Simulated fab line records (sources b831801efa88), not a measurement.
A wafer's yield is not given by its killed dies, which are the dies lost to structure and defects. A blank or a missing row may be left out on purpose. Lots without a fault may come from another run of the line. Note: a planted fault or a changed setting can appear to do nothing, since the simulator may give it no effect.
A single fault, viewed from 2 desks || flow sky130 || only its own numbers are on each desk; what lay behind them is given at the end

== THE TOOL OWNER'S DESK: wet_bench-02 ==
The tool's own readings at SKY_LOCAL_INTERCONNECT_STRIP_16 (strips in post etch residue remover, time 1200 s): means of the sampled wafers that have a number, for each lot that ran on this tool. If a lot's mean is further than 4 standard deviations from the usual mean, the lot is out of limits and carries the mark OUT (the distance appears in the brackets).
Columns: A = bath_guard_temp_C at SKY_LOCAL_INTERCONNECT_STRIP_16, usual 72.5 C; B = bath_heat_duty_pct at SKY_LOCAL_INTERCONNECT_STRIP_16, usual 13.9 %; C = temp_c at SKY_LOCAL_INTERCONNECT_STRIP_16, usual 72.50 C
{"lot": "L803", "first seen here": "day 30 15:46", "A": 72.5, "B": 13.7, "C": 72.61}
{"lot": "L807", "first seen here": "day 32 03:56", "A": 72.4, "B": 13.2, "C": 72.57}
{"lot": "L814", "first seen here": "day 34 11:49", "A": 71.5, "B": 12.7, "C": 72.51}
{"lot": "L817", "first seen here": "day 35 22:28", "A": 72.4, "B": 12.8, "C": 72.58}
Finding of this desk: none of the 4 lots has anything out of limits.

== FROM THE METROLOGY DESK ==
Means of the sampled wafers that have a number, per lot and without regard to the tool the lot ran on: this is what the gauges read. If a lot's mean is further than 4 standard deviations from the usual mean, the lot is out of limits and carries the mark OUT (the distance appears in the brackets).
Columns: A = VIA2_W_RS at SKY_VIA2_RS_MEAS_22, usual 0.2706 ohm/sq
{"lot": "L803", "first seen here": "day 36 13:56", "A": 0.2751}
{"lot": "L804", "first seen here": "day 37 01:36", "A": 0.2693}
{"lot": "L806", "first seen here": "day 37 23:00", "A": 0.2712}
{"lot": "L807", "first seen here": "day 38 00:59", "A": 0.2723}
{"lot": "L808", "first seen here": "day 38 02:04", "A": 0.2703}
{"lot": "L810", "first seen here": "day 38 23:38", "A": 0.2696}
{"lot": "L811", "first seen here": "day 39 08:23", "A": 0.2681}
{"lot": "L812", "first seen here": "day 39 11:38", "A": 0.2727}
{"lot": "L814", "first seen here": "day 40 04:09", "A": 0.2717}
{"lot": "L818", "first seen here": "day 41 11:03", "A": 0.2683}
{"lot": "L817", "first seen here": "day 41 14:01", "A": 0.2722}
{"lot": "L825", "first seen here": "day 43 04:05", "A": 0.2701}
Finding of this desk: none of the 12 lots has anything out of limits.

== PUT TOGETHER ==
The tool owner's desk saw nothing out of limits.
The metrology desk saw nothing out of limits.

== WHAT THE SIMULATOR PUT IN ==
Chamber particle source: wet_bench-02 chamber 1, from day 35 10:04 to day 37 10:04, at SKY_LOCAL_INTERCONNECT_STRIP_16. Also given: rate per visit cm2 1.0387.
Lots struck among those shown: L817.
